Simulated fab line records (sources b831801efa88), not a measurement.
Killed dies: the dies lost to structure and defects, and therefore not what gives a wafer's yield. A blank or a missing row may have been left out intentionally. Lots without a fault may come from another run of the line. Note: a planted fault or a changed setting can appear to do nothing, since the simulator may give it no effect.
fab line records -- flow sky130
[record] lots = 6, wafers = 18, lastDay = 50
route steps=708 shown METAL4@633 VIA4@639 PAD_OPEN@708
lots that met no fault: from a run of the same line without faults
startH: start of the lot's first displayed wafer, in hours after the record's first day -- waitH: hours since the lot's step before -- " same as the row above -- L1.1+2: several wafers, shown together as one row -- - value missing, or start not given -- * or withheld: withheld -- < > ~ a bound
route shown NAME@n: names a module that has steps shown in the file, with the first one's number in the route -- usual: mean and standard deviation over wafers with no fault -- same: alike in all rows -- chamber/n: place in a boat -- sites: the reading at each site -- _std_site: their standard deviation -- _edge_site: mean of outer sites minus mean of inner sites -- radiusMm: for every site, how far away it sits from the centre of the wafer -- mask NAME#n: copy n -- behind: tool/chamber where the wafer was last shaped -- hold: what put the lot on hold/how long, in hours/how the hold closed -- device: transistor that didn't switch, given as n, p or np -- end of line: tests of these same wafers at the route's end -- a step without rows: its recipe alone -- killed: not the wafer's yield, but the dies lost to structure and defects at the first sort -- map: shows each die of a wafer: x if killed, . if not, _ if none is there
set.NAME: setting as actually run; set.NAME@STEP: the setting as run at that earlier step -- model.NAME: the simulator's own value behind a step, which no gauge read
certain route steps with their lots: each step a table, each wafer a row
services: a tool's chamber out of use, with start hour (startH, from the record's first day; less than 0 if before it), hours out, and reason
[[steps]]
[step SKY_METAL4_ETCH_17]
[recipe] target = SiO2, stopOn = TiN, chemistry = C4F8/O2/Ar, sourceW = 1500, biasW = 1200, pressureMtorr = 40, c4f8FlowSccm = withheld, O2_flow_sccm = 6, Ar_flow_sccm = 300, timeS = 3.9, targetDepthA = 150
[usual] oesProductAu = 0.755/0.0074
lot.wafer,tool,chamber,startH,waitH,oesProductAu,rfHoursCounterH
L655.2,rieDiel-01,0,971.62,0.1,0.743,16
L655.3,rieDiel-01,3,971.62,0.1,0.737,14
L655.6,rieDiel-01,2,971.62,0.1,0.755,-
L659.1,rieDiel-03,1,999.84,0.1,0.740,11
L659.2,rieDiel-03,0,999.84,0.1,0.750,21
L659.4,rieDiel-03,3,999.84,0.1,0.756,17
L670.1,rieDiel-03,0,1081.65,0.1,0.759,23
L670.4,rieDiel-03,2,1081.65,0.1,0.759,12
L670.6,rieDiel-03,0,1081.65,0.1,0.758,-
L672.1,rieDiel-02,0,1089.71,0.1,0.746,12
L672.2,rieDiel-02,1,1089.71,0.1,0.756,12
L672.4,rieDiel-02,3,1089.71,0.1,0.755,13
L674.1,rieDiel-02,3,1103.95,0.1,0.752,13
L674.3,rieDiel-02,2,1103.95,0.1,0.749,14
L674.5,rieDiel-02,1,1103.95,0.1,0.763,-
L678.2,rieDiel-01,2,1118.40,0.1,0.751,12
L678.4,rieDiel-01,1,1118.40,0.1,0.763,5
L678.5,rieDiel-01,1,1118.40,0.1,0.761,-
[step SKY_METAL4_METAL_ETCH_18]
[recipe] targetDepthA = 8450, stopOn = SiO2, overEtchFrac = 0.3, timeS = 183.1, chemistry = Cl2/BCl3, resistSidewallDeg = 88, pressureMtorr = 10, icpW = 900, biasW = 48.5, Cl2_flow_sccm = 60, bcl3FlowSccm = 30
[usual] drypumpMotorCurrentA = 5.5/0.58, oesProductAu = 0.863/0.0054, throttleValvePct = 22.264/0.0098
[same] overEtchFrac = 0.3
lot.wafer,tool,chamber,startH,waitH,drypumpMotorCurrentA,oesProductAu,rfHoursCounterH,throttleValvePct
L655.2,rieMetal-04,1,971.64,0.0,4.9,0.863,19,22.250
L655.3,rieMetal-04,1,971.64,0.0,4.9,0.869,-,22.277
L655.6,rieMetal-04,0,971.64,0.0,6.6,0.851,-,22.264
L659.1,rieMetal-01,0,999.86,0.0,5.8,0.865,14,22.280
L659.2,rieMetal-01,1,999.86,0.0,4.9,0.875,11,22.262
L659.4,rieMetal-01,1,999.86,0.0,4.9,0.870,-,22.259
L670.1,rieMetal-01,0,1081.66,0.0,5.8,0.866,18,22.260
L670.4,rieMetal-01,1,1081.66,0.0,4.9,0.864,-,22.258
L670.6,rieMetal-01,0,1081.66,0.0,5.8,0.862,-,22.254
L672.1,rieMetal-01,1,1089.73,0.0,5.0,0.866,17,22.256
L672.2,rieMetal-01,0,1089.73,0.0,5.8,0.870,19,22.283
L672.4,rieMetal-01,0,1089.73,0.0,5.8,0.862,-,22.291
L674.1,rieMetal-01,1,1103.96,0.0,5.0,0.861,18,22.259
L674.3,rieMetal-01,1,1103.96,0.0,4.9,0.872,-,22.281
L674.5,rieMetal-01,0,1103.96,0.0,5.8,0.855,-,22.277
L678.2,rieMetal-04,0,1118.41,0.0,6.6,0.863,27,22.259
L678.4,rieMetal-04,1,1118.41,0.0,4.9,0.863,-,22.270
L678.5,rieMetal-04,0,1118.41,0.0,6.6,0.864,-,22.259
[step SKY_METAL4_STRIP_19]
[recipe] chemistry = O2/N2, powerW = 1400, pressureMtorr = 1500, platenTempC = withheld, o2FlowSccm = 3000, n2FlowSccm = 300, overashFraction = 0.5
[usual] drypumpMotorCurrentA = 5.51/0.29, oesProductAu = 0.503/0.0055, stripTimeToEndpointS = 6.56/0.061
lot.wafer,tool,chamber,startH,waitH,drypumpMotorCurrentA,oesProductAu,rfHoursCounterH,stripTimeToEndpointS
L655.2,plasmaAsher-02,1,971.81,0.1,5.11,0.502,54,6.60
L655.3,plasmaAsher-02,1,971.81,0.1,5.12,0.500,-,6.52
L655.6,plasmaAsher-02,0,971.81,0.1,5.85,0.508,-,6.66
L659.1,plasmaAsher-01,1,1000.04,0.1,5.55,0.512,118,6.53
L659.2,plasmaAsher-01,0,1000.04,0.1,5.32,0.504,118,6.57
L659.4,plasmaAsher-01,0,1000.04,0.1,5.29,0.496,-,6.58
L670.1,plasmaAsher-02,1,1081.84,0.1,5.08,0.505,66,6.55
L670.4,plasmaAsher-02,0,1081.84,0.1,5.86,0.505,-,6.60
L670.6,plasmaAsher-02,0,1081.84,0.1,5.86,0.498,-,6.48
L672.1,plasmaAsher-01,0,1089.91,0.1,5.30,0.509,2,6.64
L672.2,plasmaAsher-01,1,1089.91,0.1,5.54,0.504,2,6.61
L672.4,plasmaAsher-01,1,1089.91,0.1,5.57,0.495,-,6.53
L674.1,plasmaAsher-03,0,1104.14,0.1,5.73,0.510,36,6.57
L674.3,plasmaAsher-03,0,1104.14,0.1,5.74,0.509,-,6.59
L674.5,plasmaAsher-03,1,1104.14,0.1,5.49,0.500,-,6.49
L678.2,plasmaAsher-02,1,1118.59,0.1,5.10,0.504,69,6.53
L678.4,plasmaAsher-02,0,1118.59,0.1,5.88,0.498,-,6.42
L678.5,plasmaAsher-02,0,1118.59,0.1,5.88,0.501,-,6.54
[step SKY_METAL4_STRIP_20]
[recipe] chemistry = postEtchResidueRemover, timeS = 1200, tempC = 72.5
[step SKY_METAL4_CLEAN_21]
[recipe] chemistry = IPA, timeS = 180, tempC = 25
[step SKY_METAL4_CLEAN_22]
[recipe] chemistry = O3/DIW, dry = n2Spin
[step SKY_VIA4_HDPCVD_00]
[recipe] material = SiO2, targetThkNm = 1750, sigmaOpenFrac = 0.3, timeS = 291.7, tempC = 400, sih4FlowSccm = 60, pressureMtorr = 6
[step SKY_VIA4_THK_MEAS_01]
[recipe] reads = SiO2_of_VIA4_HDPCVD_00
[usual] VIA4_HDPCVD_THK = 1753/15
lot.wafer,tool,chamber,startH,waitH,VIA4_HDPCVD_THK[nm]
L655.2,filmMetro-04,-,972.66,0.1,1762
L655.3,filmMetro-04,-,972.66,0.1,1768
L655.6,filmMetro-04,-,972.66,0.1,1744
L659.1,filmMetro-04,-,1000.96,0.1,1753
L659.2,filmMetro-04,-,1000.96,0.1,1764
L659.4,filmMetro-04,-,1000.96,0.1,1768
L670.1,filmMetro-04,-,1082.67,0.1,1730
L670.4,filmMetro-04,-,1082.67,0.1,1758
L670.6,filmMetro-04,-,1082.67,0.1,1730
L672.1,filmMetro-01,-,1090.68,0.1,1740
L672.2,filmMetro-01,-,1090.68,0.1,1754
L672.4,filmMetro-01,-,1090.68,0.1,1749
L674.1,filmMetro-03,-,1104.93,0.1,1751
L674.3,filmMetro-03,-,1104.93,0.1,1753
L674.5,filmMetro-03,-,1104.93,0.1,1770
L678.2,filmMetro-01,-,1119.41,0.1,1748
L678.4,filmMetro-01,-,1119.41,0.1,1731
L678.5,filmMetro-01,-,1119.41,0.1,1727
[step SKY_VIA4_CMP_02]
[recipe] material = SiO2, downForcePsi = 4, platenRpm = 60, padVelocityMS = 0.94248
[usual] headPressurePsi = 4.000/0.0081, motorCurrentA = 11.6/1.4
lot.wafer,tool,chamber,startH,waitH,headPressurePsi,motorCurrentA
L655.3,cmp-02,2,972.71,0.0,4.009,11.6
L655.2,cmp-02,1,972.71,0.0,3.991,13.2
L655.6,cmp-02,3,972.71,0.0,3.998,10.2
L659.1,cmp-01,2,1001.02,0.1,3.997,9.9
L659.4,cmp-01,0,1001.02,0.1,4.007,10.1
L659.2,cmp-01,1,1001.02,0.1,4.001,13.2
L670.1,cmp-01,0,1082.78,0.1,3.988,10.8
L670.4,cmp-01,1,1082.78,0.1,4.004,13.3
L670.6,cmp-01,3,1082.78,0.1,3.999,12.0
L672.2,cmp-02,2,1090.74,0.0,4.007,11.9
L672.4,cmp-02,0,1090.74,0.0,4.003,11.9
L672.1,cmp-02,1,1090.74,0.0,4.006,13.4
L674.1,cmp-01,1,1105.04,0.1,3.990,13.6
L674.3,cmp-01,2,1105.04,0.1,3.997,9.6
L674.5,cmp-01,0,1105.04,0.1,3.990,10.4
L678.2,cmp-02,2,1119.51,0.1,3.999,12.3
L678.4,cmp-02,3,1119.51,0.1,4.002,10.4
L678.5,cmp-02,2,1119.51,0.1,3.986,11.9
[step SKY_VIA4_BOW_MEAS_03]
[recipe] mode = bow
[usual] VIA4_BOW = 79/8.1
lot.wafer,tool,chamber,startH,waitH,VIA4_BOW[um]
L655.2,filmMetro-01,-,973.03,0.1,76
L655.3,filmMetro-01,-,973.03,0.1,80
L655.6,filmMetro-01,-,973.03,0.1,80
L659.1,filmMetro-01,-,1001.32,0.2,81
L659.2,filmMetro-01,-,1001.32,0.2,94
L659.4,filmMetro-01,-,1001.32,0.2,73
L670.1,filmMetro-03,-,1083.03,0.2,73
L670.4,filmMetro-03,-,1083.03,0.2,73
L670.6,filmMetro-03,-,1083.03,0.2,69
L672.1,filmMetro-04,-,1091.04,0.1,79
L672.2,filmMetro-04,-,1091.04,0.1,79
L672.4,filmMetro-04,-,1091.04,0.1,72
L674.1,filmMetro-03,-,1105.29,0.2,67
L674.3,filmMetro-03,-,1105.29,0.2,71
L674.5,filmMetro-03,-,1105.29,0.2,69
L678.2,filmMetro-03,-,1119.78,0.2,69
L678.4,filmMetro-03,-,1119.78,0.2,74
L678.5,filmMetro-03,-,1119.78,0.2,83
[step SKY_VIA4_DEHYDRATE_04]
[recipe] tempC = 200, timeS = 60
[step SKY_VIA4_HMDS_05]
[recipe] primeTimeS = 60, primeTempC = 120
[step SKY_VIA4_COAT_06]
[recipe] resist = NOVOLAK, spinRpm = 3000, resistThkNm = 1140
[usual] exhaustPa = 45.0/0.89, spinSpeedRpm = 3000.0/2
lot.wafer,tool,chamber,startH,waitH,exhaustPa,spinSpeedRpm,model.NOVOLAK_of_VIA4_COAT_06.thkNm
L655.2,lithoTrack-04,0,984.81,0.1,45.6,2998.9,1132
L655.3,lithoTrack-04,0,984.81,0.1,44.1,3000.2,1136
L655.6,lithoTrack-04,0,984.81,0.1,44.9,2998.2,1136
L659.1,lithoTrack-03,0,1012.08,0.1,44.6,2996.8,1149
L659.2,lithoTrack-03,0,1012.08,0.1,45.1,2999.0,1148
L659.4,lithoTrack-03,0,1012.08,0.1,43.6,2998.7,1146
L670.1,lithoTrack-04,0,1092.44,0.1,45.1,2553.2,1236
L670.4,lithoTrack-04,0,1092.44,0.1,44.5,2550.1,1236
L670.6,lithoTrack-04,0,1092.44,0.1,45.2,2551.2,1235
L672.1,lithoTrack-04,0,1100.49,0.1,44.9,2550.6,1235
L672.2,lithoTrack-04,0,1100.49,0.1,44.8,2552.3,1239
L672.4,lithoTrack-04,0,1100.49,0.1,45.4,2553.0,1242
L674.1,lithoTrack-03,0,1114.93,0.1,44.1,3002.6,1141
L674.3,lithoTrack-03,0,1114.93,0.1,45.4,3000.6,1144
L674.5,lithoTrack-03,0,1114.93,0.1,45.3,3002.4,1137
L678.2,lithoTrack-03,0,1129.81,0.1,42.8,2999.7,1133
L678.4,lithoTrack-03,0,1129.81,0.1,44.2,3001.7,1133
L678.5,lithoTrack-03,0,1129.81,0.1,42.4,3000.5,1132
[step SKY_VIA4_SOFTBAKE_07]
[recipe] tempC = 90, timeS = 60, resist = NOVOLAK
[step SKY_VIA4_EXPOSE_08]
[recipe] maskId = VIM4, na = 0.6, sourceShape = conventional, sigmaOuter = 0.6, polarization = unpolarized, targetCdNm = 800, doseMj = 132
[step SKY_VIA4_PEB_09]
[recipe] tempC = withheld, timeS = *, resist = NOVOLAK
[step SKY_VIA4_DEVELOP_10]
[recipe] resist = NOVOLAK, developer = TMAH, developTimeS = 60, devTempC = 23
[step SKY_VIA4_OVL_MEAS_11]
[usual] VIA4_OVL = -0.8/1.2
lot.wafer,tool,chamber,startH,waitH,VIA4_OVL[nm]
L655.2,overlay-01,-,996.29,0.1,-1.0
L655.3,overlay-01,-,996.29,0.1,-2.0
L655.6,overlay-01,-,996.29,0.1,-1.6
L659.1,overlay-01,-,1023.34,0.1,-0.8
L659.2,overlay-01,-,1023.34,0.1,-0.1
L659.4,overlay-01,-,1023.34,0.1,-1.7
L670.1,overlay-02,-,1102.18,0.1,-0.1
L670.4,overlay-02,-,1102.18,0.1,0.8
L670.6,overlay-02,-,1102.18,0.1,-0.3
L672.1,overlay-02,-,1110.48,0.1,0.6
L672.2,overlay-02,-,1110.48,0.1,1.1
L672.4,overlay-02,-,1110.48,0.1,0.3
L674.1,overlay-02,-,1125.01,0.1,0.4
L674.3,overlay-02,-,1125.01,0.1,-0.1
L674.5,overlay-02,-,1125.01,0.1,-0.2
L678.2,overlay-01,-,1139.15,0.1,-1.3
L678.4,overlay-01,-,1139.15,0.1,-0.1
L678.5,overlay-01,-,1139.15,0.1,-1.3
[step SKY_VIA4_ETCH_12]
[recipe] target = SiO2, chemistry = C4F8/O2/Ar, stopOn = TiN, maskMaterial = NOVOLAK, sourceW = 1500, biasW = 1200, pressureMtorr = 40, c4f8FlowSccm = withheld, O2_flow_sccm = 6, Ar_flow_sccm = 300, timeS = withheld, targetDepthA = 5800
[usual] oesProductAu = 0.926/0.0046
lot.wafer,tool,chamber,startH,waitH,oesProductAu,model.NOVOLAK_of_VIA4_COAT_06.thkNm,model.VIA4.cdNm
L655.2,rieDiel-02,3,996.32,0.0,0.939,1002,803
L655.3,rieDiel-02,1,996.32,0.0,0.928,1007,802.2
L655.6,rieDiel-02,0,996.32,0.0,0.930,1008,800.3
L659.1,rieDiel-03,3,1023.38,0.0,0.927,1016,798.3
L659.2,rieDiel-03,2,1023.38,0.0,0.928,1017,801.4
L659.4,rieDiel-03,0,1023.38,0.0,0.928,1015,799.5
L670.1,rieDiel-04,1,1102.22,0.0,0.921,1106,792.4
L670.4,rieDiel-04,0,1102.22,0.0,0.925,1107,794.3
L670.6,rieDiel-04,0,1102.22,0.0,0.927,1106,795.8
L672.1,rieDiel-04,1,1110.52,0.0,0.933,1105,794.4
L672.2,rieDiel-04,2,1110.52,0.0,0.928,1110,793
L672.4,rieDiel-04,1,1110.52,0.0,0.930,1111,794.7
L674.1,rieDiel-03,3,1125.05,0.0,0.921,1008,802.7
L674.3,rieDiel-03,2,1125.05,0.0,0.925,1013,801.6
L674.5,rieDiel-03,1,1125.05,0.0,0.921,1006,802.8
L678.2,rieDiel-04,3,1139.18,0.0,0.929,1004,799.3
L678.4,rieDiel-04,1,1139.18,0.0,0.929,1002,800.5
L678.5,rieDiel-04,3,1139.18,0.0,0.924,1002,800
[step SKY_VIA4_STRIP_13]
[recipe] chemistry = O2/N2, powerW = 1400, pressureMtorr = 1500, platenTempC = withheld, o2FlowSccm = 3000, n2FlowSccm = 300, overashFraction = 0.5
[usual] drypumpMotorCurrentA = 5.7/0.37, oesProductAu = 0.709/0.0043, stripTimeToEndpointS = 12.81/0.033
lot.wafer,tool,chamber,startH,waitH,drypumpMotorCurrentA,oesProductAu,rfHoursCounterH,stripTimeToEndpointS
L655.2,plasmaAsher-04,1,996.39,-,6.2,0.714,86,12.75
L655.3,plasmaAsher-04,0,996.39,-,5.8,0.705,-,12.82
L655.6,plasmaAsher-04,1,996.39,-,6.3,0.706,-,12.82
L659.1,plasmaAsher-04,1,1023.45,-,6.2,0.706,89,12.87
L659.2,plasmaAsher-04,0,1023.45,-,5.8,0.707,89,12.88
L659.4,plasmaAsher-04,1,1023.45,-,6.2,0.711,-,12.84
L670.1,plasmaAsher-03,0,1102.29,-,5.8,0.708,36,13.87
L670.4,plasmaAsher-03,0,1102.29,-,5.7,0.706,-,13.91
L670.6,plasmaAsher-03,1,1102.29,-,5.5,0.706,-,13.88
L672.1,plasmaAsher-04,1,1110.59,-,6.2,0.702,97,13.87
L672.2,plasmaAsher-04,0,1110.59,-,5.8,0.713,97,13.94
L672.4,plasmaAsher-04,1,1110.59,-,6.2,0.707,-,13.96
L674.1,plasmaAsher-02,0,1125.12,-,5.8,0.702,70,12.75
L674.3,plasmaAsher-02,0,1125.12,-,5.9,0.707,-,12.83
L674.5,plasmaAsher-02,0,1125.12,-,5.8,0.709,-,12.82
L678.2,plasmaAsher-04,0,1139.25,-,5.8,0.719,100,12.78
L678.4,plasmaAsher-04,0,1139.25,-,5.8,0.706,-,12.75
L678.5,plasmaAsher-04,1,1139.25,-,6.3,0.714,-,12.77
[step SKY_VIA4_STRIP_14]
[recipe] chemistry = postEtchResidueRemover, timeS = 1200, tempC = 72.5
[step SKY_PAD_OPEN_PROBE_99]
[usual] defectLimitedYield = 82.0/1.9, killed_at_M0_to_M3 = 45/6.9, killed_at_M4_up = 3.0/1.7, killedAtContacts = 25/5.6, killedAtFrontEnd = 15/4.2, killedAtOther = 0.3/0.55, killedDies = 89/9.6, killedOpen = 49/7.2, killedShort = 39/6.5, sort_bin_3_pad_short = 0.9/0.44, sort_bin_5_function = 10.7/1.4, sort_bin_6_memory = 6.4/1.3, sortNPass = 403/9.6, sortYieldPct = 82.0/1.9
[same] grossDies = 492, killedAtBackSide = 0, sort_bin_4_leakage[%] = 0, sort_bin_8_speed[%] = 0
lot.wafer,tool,chamber,startH,waitH,defectLimitedYield[%],killed_at_M0_to_M3,killed_at_M4_up,killedAtContacts,killedAtFrontEnd,killedAtOther,killedDies,killedOpen,killedShort,sort_bin_3_pad_short[%],sort_bin_5_function[%],sort_bin_6_memory[%],sortNPass,sortYieldPct[%]
L659.1,prober-02,-,1092.55,0.1,84.8,40,2,17,16,0,75,43,32,2.0,7.9,5.3,417,84.8
L659.2,prober-02,-,1092.60,0.1,84.3,40,5,19,13,0,77,50,27,0.2,11.0,4.5,415,84.3
L659.4,prober-02,-,1092.70,0.2,85.0,38,2,22,12,0,74,42,32,1.6,8.1,5.3,418,85.0
L674.1,prober-02,-,1183.02,0.1,78.3,58,5,30,13,1,107,52,55,1.4,10.4,10.0,385,78.3
L674.3,prober-02,-,1183.12,0.2,83.1,39,1,29,14,0,83,47,35,1.0,8.5,7.3,409,83.1
L674.5,prober-02,-,1183.22,0.2,79.9,47,4,29,19,0,99,51,46,1.0,12.2,6.9,393,79.9
// killed by level:class
L659.1 VIA1:geometricParticle:open=12 VIA3:geometricParticle:open=10 CONTACT:geometricParticle:open=7 FIELD_ISO:geometricParticle:open=5 POLY_GATE:geometricParticle:short=4 METAL3:geometricParticle:short=4 POLY_GATE:geometricParticle:open=3 LOCAL_INTERCONNECT:geometricParticle:short=3
L659.2 VIA1:geometricParticle:open=17 CONTACT:geometricParticle:open=10 VIA3:geometricParticle:open=6 FIELD_ISO:geometricParticle:short=4 LI_CONTACT:geometricParticle:open=4 METAL2:geometricParticle:short=4 VIA2:geometricParticle:short=3 VIA2:geometricParticle:open=3
L659.4 VIA1:geometricParticle:open=13 LI_CONTACT:geometricParticle:open=9 VIA1:geometricParticle:short=6 VIA3:geometricParticle:open=5 LOCAL_INTERCONNECT:geometricParticle:short=4 CONTACT:geometricParticle:open=4 FIELD_ISO:geometricParticle:open=3 POLY_CUT:geometricParticle:short=3
L674.1 VIA1:geometricParticle:open=17 LI_CONTACT:geometricParticle:open=9 CONTACT:geometricParticle:short=9 VIA3:geometricParticle:open=8 VIA1:geometricParticle:short=7 METAL1:geometricParticle:short=6 CONTACT:geometricParticle:open=5 VIA2:geometricParticle:short=5
L674.3 CONTACT:geometricParticle:open=16 VIA1:geometricParticle:open=9 VIA1:geometricParticle:short=7 VIA3:geometricParticle:open=7 VIA2:geometricParticle:open=6 FIELD_ISO:geometricParticle:short=5 METAL1:geometricParticle:short=4 LI_CONTACT:geometricParticle:open=4
L674.5 VIA1:geometricParticle:open=13 CONTACT:geometricParticle:open=8 FIELD_ISO:geometricParticle:short=8 LI_CONTACT:geometricParticle:open=7 VIA2:geometricParticle:open=7 CONTACT:geometricParticle:short=6 VIA1:geometricParticle:short=6 LI_CONTACT:geometricParticle:short=5
[[services]]
tool,chamber,startH,hours,kind
cmp-02,-,952.26,1.2,repair
rieDiel-04,2,971.29,7.3,repair
cmp-01,-,984.01,0.5,repair
plasmaAsher-03,-,990.13,15.6,pm
cmp-01,-,994.52,0.3,repair
cmp-02,-,997.77,0.5,repair
cmp-01,-,1008.67,18.0,pm
plasmaAsher-01,-,1055.25,9.0,pm
cmp-02,-,1063.41,6.4,pm
rieDiel-03,-,1067.09,2.8,pm
cmp-02,-,1084.19,4.0,pm
plasmaAsher-02,-,1089.96,0.7,repair
cmp-02,-,1092.93,0.7,repair
rieDiel-01,1,1098.55,10.0,repair
cmp-02,-,1101.09,1.4,repair
rieDiel-01,3,1104.22,6.2,repair
rieDiel-04,2,1113.39,12.9,repair
rieDiel-04,-,1120.04,2.5,repair
rieDiel-04,-,1123.65,2.8,pm
cmp-01,-,1126.74,3.9,pm
plasmaAsher-04,-,1131.39,2.8,pm
rieDiel-01,2,1131.43,4.6,repair
rieDiel-02,0,1134.09,3.9,repair
rieDiel-01,1,1137.37,48.0,repair
[[key]]
[firstSign] step = SKY_VIA4_COAT_06, reading = spinSpeedRpm, direction = down, sigmas = 99+, usual = 3000.0, struck = 2551.7
[effect] step = SKY_VIA4_STRIP_13, reading = stripTimeToEndpointS, direction = up, sigmas = 33, usual = *, struck = *
[modelEffect] step = SKY_VIA4_COAT_06, value = NOVOLAK_of_VIA4_COAT_06.thkNm, without = 1141, struck = 1237
[modelEffect] step = SKY_VIA4_ETCH_12, value = NOVOLAK_of_VIA4_COAT_06.thkNm, without = 1011, struck = 1108
metAt SKY_VIA4_COAT_06
struckWafers L670.1,L670.4,L670.6,L672.1,L672.2,L672.4
onsetBetween 984.81 1092.44
[fault] kind = processParameterDrift, tool = lithoTrack-04, chamber = -, onsetH = 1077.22, steps = SKY_VIA4_COAT_06, channel = spinRpm, offset = -449.94, shape = step, endH = 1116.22, actsIn = theseRecipesOnly, stated = 3000
